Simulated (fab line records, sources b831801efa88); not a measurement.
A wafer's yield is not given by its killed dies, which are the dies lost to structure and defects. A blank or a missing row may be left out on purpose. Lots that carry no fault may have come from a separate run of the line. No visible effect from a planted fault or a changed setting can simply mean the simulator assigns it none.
fab line records -- flow sky130
[record] lots = 5, wafers = 15, last_day = 50
route steps=708 shown SD_P@359 RES_XHIGH@360 SALICIDE@361 LI_CONTACT@362 PAD_OPEN@708
lots untouched by any fault: they come from a run of this same line in which no faults occurred
start_h: hours from the record's first day to the start of the lot's first wafer shown -- wait_h: how many hours have passed since the lot's step before this one -- " same as the row above -- L1.1+2: several wafers, shown together as one row -- - no value present, or no start provided -- * or withheld: withheld -- < > ~ a bound
route shown NAME@n: names a module that has steps shown in the file, with the first one's number in the route -- usual: mean/standard deviation taken from wafers without a fault -- same: alike in all rows -- chamber/n: place in a boat -- sites: per-site readings -- _std_site: standard deviation across them -- _edge_site: mean of outer sites minus mean of inner sites -- radius_mm: how far each site lies from the wafer's centre -- mask NAME#n: copy n -- behind: the tool/chamber that last shaped the wafer -- hold: cause of the lot's hold/its duration in hours/its outcome -- device: which transistor (n, p or np) failed to switch -- end of line: the route-end tests of the same wafers -- a step given without rows: its recipe and nothing more -- killed: dies lost to structure and defects at the first sort, not the wafer's yield -- map: dies across one wafer; x = killed, . = not, _ = none there
set.NAME: the setting that was run; set.NAME@STEP: the one run at that earlier step -- model.NAME: the simulator's own value behind a step, which no gauge read
lots at selected steps of the route; one table per step, one row per wafer
services: the hour from which a tool's chamber was out of use, counted from the record's first day as start_h (under 0 if before that day), plus the number of hours and why
[[steps]]
[step SKY_SD_N_RS_MEAS_17]
[recipe] thk_meas_gauge = four-point-probe
[usual] SD_P_RS = 147.2/0.4
lot.wafer,tool,chamber,start_h,wait_h,SD_P_RS[ohm/sq]
L842.1,film_metro-01,-,672.15,0.1,147.2
L842.4,film_metro-01,-,672.15,0.1,147.8
L842.6,film_metro-01,-,672.15,0.1,147.5
L843.2,film_metro-02,-,676.12,0.1,147.3
L843.3,film_metro-02,-,676.12,0.1,148.0
L843.4,film_metro-02,-,676.12,0.1,147.5
L849.2,film_metro-03,-,728.62,0.1,147.7
L849.5,film_metro-03,-,728.62,0.1,147.6
L849.6,film_metro-03,-,728.62,0.1,147.6
L858.3,film_metro-03,-,815.70,0.1,146.7
L858.4,film_metro-03,-,815.70,0.1,146.7
L858.5,film_metro-03,-,815.70,0.1,146.9
L859.1,film_metro-03,-,820.23,0.1,147.0
L859.4,film_metro-03,-,820.23,0.1,147.6
L859.6,film_metro-03,-,820.23,0.1,147.1
[step SKY_SD_N_RS_MEAS_18]
[recipe] thk_meas_gauge = four-point-probe
[usual] RES_XHIGH_RS = 331.8/1.2
lot.wafer,tool,chamber,start_h,wait_h,RES_XHIGH_RS[ohm/sq]
L842.1,film_metro-01,-,672.27,0.1,330.9
L842.4,film_metro-01,-,672.27,0.1,331.4
L842.6,film_metro-01,-,672.27,0.1,330.7
L843.2,film_metro-02,-,676.24,0.1,332.2
L843.3,film_metro-02,-,676.24,0.1,332.9
L843.4,film_metro-02,-,676.24,0.1,332.0
L849.2,film_metro-03,-,728.74,0.1,332.8
L849.5,film_metro-03,-,728.74,0.1,332.8
L849.6,film_metro-03,-,728.74,0.1,333.0
L858.3,film_metro-03,-,815.82,0.1,332.5
L858.4,film_metro-03,-,815.82,0.1,331.4
L858.5,film_metro-03,-,815.82,0.1,333.0
L859.1,film_metro-03,-,820.35,0.1,334.3
L859.4,film_metro-03,-,820.35,0.1,333.2
L859.6,film_metro-03,-,820.35,0.1,333.8
[step SKY_SALICIDE_CLEAN_00]
[recipe] chemistry = HF-last, time_s = 30, dilution = 100:1, dry = ipa_marangoni
[step SKY_LI_CONTACT_HDPCVD_00]
[recipe] material = PSG, target_thk_nm = 930, sigma_open_frac = 0.3, time_s = 155, temp_c = 600, sih4_flow_sccm = 60, pressure_mtorr = 6
[step SKY_LI_CONTACT_THK_MEAS_01]
[recipe] reads = PSG_of_LI_CONTACT_HDPCVD_00
[usual] LI_CONTACT_HDPCVD_THK = 929/10
lot.wafer,tool,chamber,start_h,wait_h,LI_CONTACT_HDPCVD_THK[nm]
L842.1,film_metro-01,-,672.51,0.1,928
L842.4,film_metro-01,-,672.51,0.1,933
L842.6,film_metro-01,-,672.51,0.1,929
L843.2,film_metro-02,-,676.47,0.1,941
L843.3,film_metro-02,-,676.47,0.1,943
L843.4,film_metro-02,-,676.47,0.1,949
L849.2,film_metro-03,-,728.98,0.1,915
L849.5,film_metro-03,-,728.98,0.1,910
L849.6,film_metro-03,-,728.98,0.1,922
L858.3,film_metro-02,-,816.04,0.1,932
L858.4,film_metro-02,-,816.04,0.1,935
L858.5,film_metro-02,-,816.04,0.1,939
L859.1,film_metro-02,-,820.59,0.1,920
L859.4,film_metro-02,-,820.59,0.1,940
L859.6,film_metro-02,-,820.59,0.1,933
[step SKY_LI_CONTACT_CMP_02]
[recipe] material = PSG, down_force_psi = 4, platen_rpm = 60, pad_velocity_m_s = 0.94248
[usual] motor_current_A = 11.6/0.93, time_to_endpoint_s = 30.4/2.3
lot.wafer,tool,chamber,start_h,wait_h,motor_current_A,time_to_endpoint_s
L842.1,cmp-02,2,672.57,0.1,13.3,33.4
L842.4,cmp-02,1,672.57,0.1,10.7,30.9
L842.6,cmp-02,3,672.57,0.1,10.5,30.4
L843.2,cmp-01,2,676.57,0.1,10.6,32.2
L843.3,cmp-01,3,676.57,0.1,12.1,28.9
L843.4,cmp-01,0,676.57,0.1,11.5,33.9
L849.2,cmp-02,3,729.13,0.1,10.5,26.0
L849.6,cmp-02,1,729.13,0.1,10.7,26.2
L849.5,cmp-02,2,729.13,0.1,13.6,26.7
L858.3,cmp-01,0,816.13,0.1,11.3,29.4
L858.4,cmp-01,1,816.13,0.1,12.6,32.8
L858.5,cmp-01,0,816.13,0.1,11.7,31.0
L859.1,cmp-02,2,820.70,0.1,12.8,31.4
L859.4,cmp-02,0,820.70,0.1,10.9,28.3
L859.6,cmp-02,2,820.70,0.1,13.3,33.7
[step SKY_LI_CONTACT_BOW_MEAS_03]
[recipe] mode = bow
[usual] LI_CONTACT_BOW = 55/6.6
lot.wafer,tool,chamber,start_h,wait_h,LI_CONTACT_BOW[um]
L842.1,film_metro-02,-,672.87,0.2,55
L842.4,film_metro-02,-,672.87,0.2,58
L842.6,film_metro-02,-,672.87,0.2,53
L843.2,film_metro-03,-,676.84,0.2,56
L843.3,film_metro-03,-,676.84,0.2,46
L843.4,film_metro-03,-,676.84,0.2,57
L849.2,film_metro-01,-,729.35,0.2,54
L849.5,film_metro-01,-,729.35,0.2,58
L849.6,film_metro-01,-,729.35,0.2,61
L858.3,film_metro-02,-,816.42,0.2,64
L858.4,film_metro-02,-,816.42,0.2,59
L858.5,film_metro-02,-,816.42,0.2,60
L859.1,film_metro-01,-,820.95,0.2,54
L859.4,film_metro-01,-,820.95,0.2,51
L859.6,film_metro-01,-,820.95,0.2,54
[step SKY_LI_CONTACT_DEHYDRATE_04]
[recipe] temp_c = 200, time_s = 60
[step SKY_LI_CONTACT_HMDS_05]
[recipe] prime_time_s = 60, prime_temp_c = 120
[step SKY_LI_CONTACT_COAT_06]
[recipe] resist = BARC, temp_c = withheld, time_s = withheld, spin_rpm = 3000, resist_thk_nm = 60
[step SKY_LI_CONTACT_COAT_07]
[recipe] resist = KrF-thick, spin_rpm = 3000, resist_thk_nm = 450
[step SKY_LI_CONTACT_SOFTBAKE_08]
[recipe] temp_c = 99.38, time_s = 90, resist = KrF-thick
[step SKY_LI_CONTACT_EXPOSE_09]
[recipe] mask_id = LICM1, na = 0.8, source_shape = annular, sigma_inner = 0.55, sigma_outer = 0.85, target_cd_nm = 170, dose_mj = 38
lot.wafer,tool,chamber,start_h,wait_h,mask
L842.1+4+6,krf_scanner-02,0,686.67,-,LICM1#0
L843.2+3+4,krf_scanner-01,0,692.36,-,LICM1#0
L849.2+5+6,krf_scanner-02,0,742.50,-,LICM1_R1#0
L858.3+4+5,krf_scanner-01,0,828.72,-,LICM1#0
L859.1+4+6,krf_scanner-02,0,835.53,-,LICM1#0
[step SKY_LI_CONTACT_PEB_10]
[recipe] peb_temp_c = withheld, peb_time_s = withheld, resist = KrF-thick
[step SKY_LI_CONTACT_DEVELOP_11]
[recipe] develop_time_s = 60, resist = KrF-thick, dev_temp_c = 21
[step SKY_LI_CONTACT_CD_MEAS_12]
[recipe] target_cd_nm = 170
[usual] cd_nm = 170.1/1.4
lot.wafer,tool,chamber,start_h,wait_h,cd_nm
L842.1,cd_sem-02,-,701.33,-,171.1
L842.4,cd_sem-02,-,701.33,-,170.8
L842.6,cd_sem-02,-,701.33,-,170.1
L843.2,cd_sem-02,-,705.24,-,170.0
L843.3,cd_sem-02,-,705.24,-,171.5
L843.4,cd_sem-02,-,705.24,-,170.2
L849.2,cd_sem-02,-,757.79,-,134.4
L849.5,cd_sem-02,-,757.79,-,135.9
L849.6,cd_sem-02,-,757.79,-,134.8
L858.3,cd_sem-02,-,843.16,-,171.3
L858.4,cd_sem-02,-,843.16,-,171.2
L858.5,cd_sem-02,-,843.16,-,172.6
L859.1,cd_sem-01,-,846.98,-,167.7
L859.4,cd_sem-01,-,846.98,-,169.1
L859.6,cd_sem-01,-,846.98,-,169.4
[step SKY_LI_CONTACT_OVL_MEAS_13]
[usual] LI_CONTACT_OVL = 0/5.6
lot.wafer,tool,chamber,start_h,wait_h,LI_CONTACT_OVL[nm]
L842.1,overlay-02,-,701.45,0.1,-1
L842.4,overlay-02,-,701.45,0.1,7
L842.6,overlay-02,-,701.45,0.1,1
L843.2,overlay-01,-,705.34,0.1,11
L843.3,overlay-01,-,705.34,0.1,2
L843.4,overlay-01,-,705.34,0.1,16
L849.2,overlay-01,-,757.89,0.1,5
L849.5,overlay-01,-,757.89,0.1,2
L849.6,overlay-01,-,757.89,0.1,7
L858.3,overlay-01,-,843.25,0.1,1
L858.4,overlay-01,-,843.25,0.1,-3
L858.5,overlay-01,-,843.25,0.1,4
L859.1,overlay-01,-,847.10,0.1,5
L859.4,overlay-01,-,847.10,0.1,11
L859.6,overlay-01,-,847.10,0.1,5
[step SKY_LI_CONTACT_ETCH_14]
[recipe] chemistry = N2/H2, target = BARC, ion_energy_ev = 200, source_w = 500, bias_w = 100, pressure_mtorr = 30, n2_flow_sccm = 100, h2_flow_sccm = 200, stop_on = SiO2, time_s = 45.9, target_depth_a = 600
[usual] drypump_motor_current_A = 5.7/0.33, oes_product_au = 0.855/0.005, throttle_valve_pct = 13.225/0.0091
[same] time_s = 45.9
lot.wafer,tool,chamber,start_h,wait_h,drypump_motor_current_A,oes_product_au,rf_hours_counter_h,throttle_valve_pct,model.LI_CONTACT.cd_nm
L842.1,rie_diel-04,2,701.49,0.0,5.5,0.863,1,13.242,171.3
L842.4,rie_diel-04,0,701.49,0.0,6.2,0.861,14,13.216,170.5
L842.6,rie_diel-04,3,701.49,0.0,5.4,0.862,-,13.224,169.6
L843.2,rie_diel-04,0,705.37,0.0,6.2,0.854,14,13.226,170.2
L843.3,rie_diel-04,1,705.37,0.0,5.5,0.855,3,13.240,171
L843.4,rie_diel-04,3,705.37,0.0,5.5,0.850,14,13.229,169.9
L849.2,rie_diel-04,3,757.92,0.0,5.4,0.854,15,13.209,134
L849.5,rie_diel-04,3,757.92,0.0,5.4,0.856,-,13.208,135.4
L849.6,rie_diel-04,2,757.92,0.0,5.5,0.848,-,13.238,134.9
L858.3,rie_diel-03,2,843.27,0.0,6.5,0.849,4,13.216,171.9
L858.4,rie_diel-03,0,843.27,0.0,5.7,0.858,-,13.227,171.1
L858.5,rie_diel-03,2,843.27,0.0,6.5,0.854,-,13.221,172.9
L859.1,rie_diel-02,3,847.14,0.0,6.2,0.865,21,13.216,167.9
L859.4,rie_diel-02,1,847.14,0.0,5.7,0.856,14,13.225,169
L859.6,rie_diel-02,2,847.14,0.0,5.7,0.865,-,13.230,168.7
[step SKY_LI_CONTACT_ETCH_15]
[recipe] target = PSG, chemistry = C4F8/O2/Ar, stop_on = Si, taper_deg = 4.15, mask_material = KrF-thick, source_w = 1500, bias_w = 1200, pressure_mtorr = 40, c4f8_flow_sccm = withheld, O2_flow_sccm = 6, Ar_flow_sccm = 300, time_s = withheld, target_depth_a = 6000
[usual] oes_product_au = 0.836/0.0043
lot.wafer,tool,chamber,start_h,wait_h,oes_product_au,model.LI_CONTACT.cd_nm
L842.1,rie_diel-04,2,701.53,0.0,0.835,171.2
L842.4,rie_diel-04,0,701.53,0.0,0.845,170.7
L842.6,rie_diel-04,3,701.53,0.0,0.836,170
L843.2,rie_diel-04,0,705.41,0.0,0.839,169.7
L843.3,rie_diel-04,1,705.41,0.0,0.841,170.7
L843.4,rie_diel-04,3,705.41,0.0,0.834,169.7
L849.2,rie_diel-04,3,757.96,0.0,0.834,134.2
L849.5,rie_diel-04,3,757.96,0.0,0.839,135.8
L849.6,rie_diel-04,2,757.96,0.0,0.839,135.1
L858.3,rie_diel-03,2,843.32,0.0,0.827,171.4
L858.4,rie_diel-03,0,843.32,0.0,0.842,170.8
L858.5,rie_diel-03,2,843.32,0.0,0.842,172.4
L859.1,rie_diel-02,3,847.18,0.0,0.838,167.9
L859.4,rie_diel-02,1,847.18,0.0,0.840,169
L859.6,rie_diel-02,2,847.18,0.0,0.835,168.9
[step SKY_LI_CONTACT_STRIP_16]
[recipe] chemistry = O2/N2, power_w = 1400, pressure_mtorr = 1500, platen_temp_c = withheld, o2_flow_sccm = 3000, n2_flow_sccm = 300, overash_fraction = 0.5
[usual] drypump_motor_current_A = 5.67/0.28, oes_product_au = 0.375/0.0048, strip_time_to_endpoint_s = 3.504/0.029
[same] overash_fraction = 0.5
lot.wafer,tool,chamber,start_h,wait_h,drypump_motor_current_A,oes_product_au,rf_hours_counter_h,strip_time_to_endpoint_s
L842.1,plasma_asher-04,0,701.62,-,5.78,0.375,90,3.536
L842.4,plasma_asher-04,1,701.62,-,6.09,0.366,-,3.512
L842.6,plasma_asher-04,0,701.62,-,5.77,0.384,-,3.547
L843.2,plasma_asher-02,1,705.50,-,5.62,0.380,55,3.479
L843.3,plasma_asher-02,1,705.50,-,5.61,0.364,-,3.459
L843.4,plasma_asher-02,0,705.50,-,5.31,0.377,-,3.529
L849.2,plasma_asher-03,1,758.05,-,5.73,0.375,35,3.488
L849.5,plasma_asher-03,0,758.05,-,5.30,0.368,-,3.487
L849.6,plasma_asher-03,1,758.05,-,5.75,0.376,-,3.480
L858.3,plasma_asher-04,1,843.43,-,6.09,0.372,-,3.502
L858.4,plasma_asher-04,0,843.43,-,5.71,0.379,-,3.495
L858.5,plasma_asher-04,0,843.43,-,5.76,0.372,-,3.494
L859.1,plasma_asher-02,1,847.27,-,5.62,0.377,70,3.533
L859.4,plasma_asher-02,1,847.27,-,5.62,0.372,-,3.513
L859.6,plasma_asher-02,0,847.27,-,5.30,0.378,-,3.513
[step SKY_PAD_OPEN_PROBE_99]
[usual] killed_at_M0_to_M3 = 43/6.9, killed_at_M4_up = 3.1/1.9, killed_at_contacts = 24/5.4, killed_at_front_end = 14/4.3, killed_at_other = 0.3/0.53, killed_dies = 84/9.5, killed_on_rim = 16/4.1, killed_open = 46/6.8, killed_short = 38/6
[same] gross_dies = 492, killed_at_back_side = 0
lot.wafer,tool,chamber,start_h,wait_h,killed_at_M0_to_M3,killed_at_M4_up,killed_at_contacts,killed_at_front_end,killed_at_other,killed_dies,killed_on_rim,killed_open,killed_short
L842.1,prober-01,-,1096.40,0.1,41,2,15,21,0,79,15,39,40
L842.4,prober-01,-,1096.55,0.2,50,1,29,10,1,91,23,49,42
L842.6,prober-01,-,1096.65,0.2,38,5,14,17,0,74,12,38,36
L843.2,prober-01,-,1099.35,0.1,46,4,31,18,0,99,24,50,48
L843.3,prober-01,-,1099.40,0.2,35,0,21,15,1,72,18,43,29
L843.4,prober-01,-,1099.45,0.2,46,2,19,11,0,78,13,50,28
L849.2,prober-02,-,1133.95,0.1,30,2,347,14,0,393,44,43,36
L849.5,prober-02,-,1134.10,0.2,39,5,346,12,1,403,49,50,38
L849.6,prober-02,-,1134.15,0.2,40,3,347,16,0,406,49,54,40
L858.3,prober-01,-,1194.96,0.2,35,1,16,14,0,66,9,38,28
L858.4,prober-01,-,1195.01,0.2,44,3,18,16,1,82,12,38,44
L858.5,prober-01,-,1195.06,0.2,47,3,32,9,1,92,19,49,43
// killed by level:class
L842.1 FIELD_ISO:geometric_particle:short=7 LI_CONTACT:geometric_particle:open=7 VIA2:geometric_particle:open=7 FIELD_ISO:geometric_particle:open=6 VIA1:geometric_particle:open=5 METAL2:geometric_particle:short=5 VIA2:geometric_particle:short=5 VIA3:geometric_particle:open=5
L842.4 CONTACT:geometric_particle:open=10 VIA2:geometric_particle:open=8 LOCAL_INTERCONNECT:geometric_particle:short=8 METAL2:geometric_particle:short=8 VIA3:geometric_particle:open=8 LI_CONTACT:geometric_particle:open=7 METAL1:geometric_particle:short=5 VIA1:geometric_particle:open=5
L842.6 VIA1:geometric_particle:open=9 VIA2:geometric_particle:open=6 FIELD_ISO:geometric_particle:open=4 METAL4:geometric_particle:short=4 POLY_GATE:geometric_particle:short=4 METAL1:geometric_particle:short=4 VIA3:geometric_particle:short=4 VIA3:geometric_particle:open=4
L843.2 VIA1:geometric_particle:open=12 LI_CONTACT:geometric_particle:open=8 LOCAL_INTERCONNECT:geometric_particle:short=7 CONTACT:geometric_particle:short=7 CONTACT:geometric_particle:open=7 METAL2:geometric_particle:short=7 METAL1:geometric_particle:short=5 VIA3:geometric_particle:open=5
L843.3 VIA1:geometric_particle:open=9 LI_CONTACT:geometric_particle:open=7 CONTACT:geometric_particle:open=7 VIA3:geometric_particle:open=6 LOCAL_INTERCONNECT:geometric_particle:short=5 METAL2:geometric_particle:short=5 POLY_GATE:geometric_particle:open=4 POLY_GATE:geometric_particle:short=3
L843.4 VIA1:geometric_particle:open=11 VIA2:geometric_particle:open=11 CONTACT:geometric_particle:open=7 METAL1:geometric_particle:short=7 LI_CONTACT:geometric_particle:open=6 VIA3:geometric_particle:open=5 FIELD_ISO:geometric_particle:short=3 FIELD_ISO:geometric_particle:open=3
L849.2 LI_CONTACT:area_expose=314 LI_CONTACT:geometric_particle:open=9 VIA1:geometric_particle:open=9 CONTACT:geometric_particle:open=8 METAL2:geometric_particle:short=6 LI_CONTACT:geometric_particle:short=5 LOCAL_INTERCONNECT:geometric_particle:short=5 VIA3:geometric_particle:open=5
L849.5 LI_CONTACT:area_expose=315 LI_CONTACT:geometric_particle:open=14 VIA1:geometric_particle:open=11 CONTACT:geometric_particle:open=7 LI_CONTACT:geometric_particle:short=6 METAL2:geometric_particle:short=6 POLY_GATE:geometric_particle:open=5 VIA2:geometric_particle:short=4
L849.6 LI_CONTACT:area_expose=312 LI_CONTACT:geometric_particle:open=16 VIA1:geometric_particle:open=10 CONTACT:geometric_particle:open=8 LOCAL_INTERCONNECT:geometric_particle:short=6 VIA1:geometric_particle:short=6 VIA2:geometric_particle:open=6 METAL2:geometric_particle:short=5
L858.3 VIA3:geometric_particle:open=8 CONTACT:geometric_particle:open=7 VIA1:geometric_particle:open=7 POLY_GATE:geometric_particle:open=6 METAL2:geometric_particle:short=6 METAL3:geometric_particle:short=4 FIELD_ISO:geometric_particle:short=3 VIA1:geometric_particle:short=3
L858.4 VIA1:geometric_particle:open=8 CONTACT:geometric_particle:open=7 VIA3:geometric_particle:open=7 CONTACT:geometric_particle:short=6 VIA2:geometric_particle:open=6 FIELD_ISO:geometric_particle:short=5 VIA1:geometric_particle:short=5 METAL2:geometric_particle:short=5
L858.5 VIA1:geometric_particle:open=13 CONTACT:geometric_particle:short=9 CONTACT:geometric_particle:open=8 LI_CONTACT:geometric_particle:open=8 VIA1:geometric_particle:short=6 METAL2:geometric_particle:short=6 VIA2:geometric_particle:open=6 LI_CONTACT:geometric_particle:short=5
// map L849.6 (x killed, . not)
__________..x.xxxxxx_________
________xx.xxxx.xxx.x._______
______.xx.x...xxx.xxxx.x_____
_____xxxxxxxxxxx.xxxxxxxx____
____xxx.xxxxxxxxxxxxxxxx.x___
___.xxxxxxxxxxxxxxxxxxxx.x.__
__xxxxxxxxxxxxxxxxxxxxxxx..x_
_..xxxxxxxxxxxxxxxxxxxxxx..xx
_x.xxxxxxxxxxxxxxxxxxxxxxx.x.
_...xxxxxxxxxxxxxxxxxxxxx.x..
_xxxxxxxxxxxxxxxxxxxxxxxx.x.x
_..xxxxxxxxxxxxxxxxxxxxxxxx..
_x.xxxxxxxxxxxxxxxxxxxxx..xx.
_.xxxxxxxxxxxxxxxxxxxxxxxxx.x
_x.xxxxxxxxxxxxxxxxxxxxxxx...
__xxxxxxxxxxxxxxxxxxxxxxxx.x_
___..xxxxxxxxxxxxxxxx.xxxxx__
____x.xxxxxxxxxxxxx.xxxxx.___
_____...xxxxxxx..xxx.x...____
______..xxxxxx.xx.xxx.xx_____
________.x.xxx.x.x...._______
__________xx..x..x.._________
// map L842.4 (x killed, . not)
__________x.x...x..._________
________x.....x......._______
______.x.....x.......x.._____
_____x........x.x.x......____
____.x.............x......___
___....x..x........xxx.....__
__.x....x..........x...x...x_
_...x................xxx..x..
_.....x......x...xxx.x.x.....
_........x.............xx..x.
_....x....x.....x.x....x..x..
_x.x........x................
_.....x..x....x..........x.x.
_.x........x................x
_.x..x..xx..........x..x.....
__....x...x....x.........x.._
___.xx.......x..........x..__
____.x.x..x.x..x......x.x.___
_____......x..x.x..x.....____
______...............x.x_____
________......x..x...x_______
__________.xx.x....x_________
[[services]]
tool,chamber,start_h,hours,kind
krf_scanner-01,-,649.15,14.3,repair
cmp-01,-,656.63,0.3,repair
krf_scanner-01,-,663.40,3.6,pm
krf_scanner-01,-,666.96,1.0,pm
krf_scanner-02,-,667.96,1.3,pm
rie_diel-02,-,678.25,14.6,pm
krf_scanner-01,-,679.45,0.5,repair
cmp-01,-,687.96,1.8,repair
rie_diel-02,2,696.46,4.6,repair
krf_scanner-01,-,700.13,1.3,pm
rie_diel-02,1,700.66,4.5,repair
rie_diel-02,-,702.75,14.8,repair
krf_scanner-02,-,713.46,1.0,pm
cmp-02,-,716.57,3.1,repair
krf_scanner-02,-,719.63,4.4,pm
cmp-01,-,725.97,4.4,pm
krf_scanner-02,-,736.15,0.8,pm
cmp-02,-,744.00,4.0,pm
cmp-02,-,746.97,0.7,repair
krf_scanner-02,-,774.26,4.0,pm
cmp-02,-,820.18,0.4,repair
rie_diel-04,3,821.35,2.6,repair
krf_scanner-02,-,825.20,3.6,pm
krf_scanner-02,-,842.87,1.3,pm
[[key]]
[first_sign] step = SKY_LI_CONTACT_EXPOSE_09, reading = mask, direction = changed
[effect] step = SKY_LI_CONTACT_CD_MEAS_12, reading = cd_nm, direction = down, sigmas = 26, usual = 170.1, struck = 135.0
[effect] step = SKY_PAD_OPEN_PROBE_99, reading = killed_at_contacts, direction = up, sigmas = 60, usual = 24, struck = 347
[model_effect] step = SKY_LI_CONTACT_ETCH_14, value = LI_CONTACT.cd_nm, without = 168.8, struck = 134.8
[model_effect] step = SKY_LI_CONTACT_ETCH_15, value = LI_CONTACT.cd_nm, without = 169, struck = 135
[more_kills_born_at] SKY_LI_CONTACT_EXPOSE_09@krf_scanner-02 = 941
met_at SKY_LI_CONTACT_EXPOSE_09
struck_wafers L849.2,L849.5,L849.6
later_rows_left_out L849.2,L849.5,L849.6
tester_left_out L849
onset_between 686.67 742.50
[fault] kind = wrong_mask, tool = any, chamber = -, onset_h = 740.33, steps = SKY_LI_CONTACT_EXPOSE_09, aux_copy = LICM1_R1#0, cd_offset_nm = -34, scope = struck_lots_only
// tester_left_out: of these lots the tester's yield and bins aren't shown, on N5 and GAA mostly nor the transistor test; their killed dies are dies lost to structure and defects alone, not to doping, threshold or leakage, so they don't give the yield
// later_rows_left_out: the simulator's readings of these wafers behind a module that went badly wrong aren't trusted and aren't shown, but for the sort
